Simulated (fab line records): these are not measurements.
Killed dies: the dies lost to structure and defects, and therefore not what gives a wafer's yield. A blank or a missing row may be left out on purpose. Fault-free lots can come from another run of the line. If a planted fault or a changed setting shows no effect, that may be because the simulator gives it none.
Which tool was responsible? -- flow sfqLine -- 7 lots, 21 wafers sampled, at 3 steps of a route of 325

== WHAT THE GAUGES SHOWED, per wafer ==
SFQ_I0_OVL_MEAS_908.
lot,measured,on,I0_OVL (nm)
L608,day 20 08:52,overlay-02,10 1 9
L610,day 21 02:52,overlay-01,1 2 2
L612,day 21 23:23,overlay-01,-7 -7 -7
L614,day 23 01:48,overlay-01,11 10 6
L618,day 24 21:44,overlay-02,7 3 8
L620,day 25 19:05,overlay-02,61 71 65
L624,day 28 02:20,overlay-01,60 67 66

== EACH LOT AND THE TOOL THAT RAN IT (in order: tool; ch and the chambers of the sampled wafers; start) ==
lot,SFQ_TRILAYER_M0_STRIP_STRIP_025,SFQ_TRILAYER_I0_VIA_LITHO_EXPOSE_032
L608,"rieMetal-02 ch 0,1, day 14 05:36","krfScanner-01 ch 0, day 20 07:22"
L610,"rieMetal-04 ch 1, day 14 20:51","krfScanner-01 ch 0, day 21 01:34"
L612,"rieMetal-04 ch 1, day 15 13:27","krfScanner-02 ch 0, day 21 21:53"
L614,"rieMetal-03 ch 0,1, day 16 14:55","krfScanner-02 ch 0, day 23 00:41"
L618,"rieMetal-02 ch 0,1, day 17 23:26","krfScanner-01 ch 0, day 24 20:37"
L620,"rieMetal-04 ch 0, day 18 10:48","krfScanner-02 ch 0, day 25 17:59"
L624,"rieMetal-04 ch 0,1, day 20 15:17","krfScanner-02 ch 0, day 28 01:14"
- SFQ_TRILAYER_M0_STRIP_STRIP_025: strips in O2.
- SFQ_TRILAYER_I0_VIA_LITHO_EXPOSE_032: exposes mask I0, target cd 500 nm.

== THE ANSWER, worked out from the rows above alone ==
Rule: usual is defined by the lots themselves. The widest of any qualifying gaps counts: lots, ordered by their means at a reading, are off when they make up no more than a third of the lots, leave a main group of 4 or more, and stand apart from it by 3 or more times the standard deviation of that group's means. A main group whose means are all the same, to the digits that the tables above print for the reading, isn't used. A lot without any number at a reading at which 4 lots or more have one is off too. All remaining lots with rows at the step are treated as sound.
Off: L620, L624, at SFQ_I0_OVL_MEAS_908 (I0_OVL). Main group: mean 3 nm, sd 5.7.
If a tool, at a process step before that reading, ran all the lots that are off and no sound lot after the first of them, it fits. Gauges at SFQ_I0_OVL_MEAS_908: tried the same way as those tools. Undecided on this evidence; 2 tools fit (rieMetal-04 at SFQ_TRILAYER_M0_STRIP_STRIP_025, krfScanner-02 at SFQ_TRILAYER_I0_VIA_LITHO_EXPOSE_032).

== WHAT THE SIMULATOR HAD PUT IN ==
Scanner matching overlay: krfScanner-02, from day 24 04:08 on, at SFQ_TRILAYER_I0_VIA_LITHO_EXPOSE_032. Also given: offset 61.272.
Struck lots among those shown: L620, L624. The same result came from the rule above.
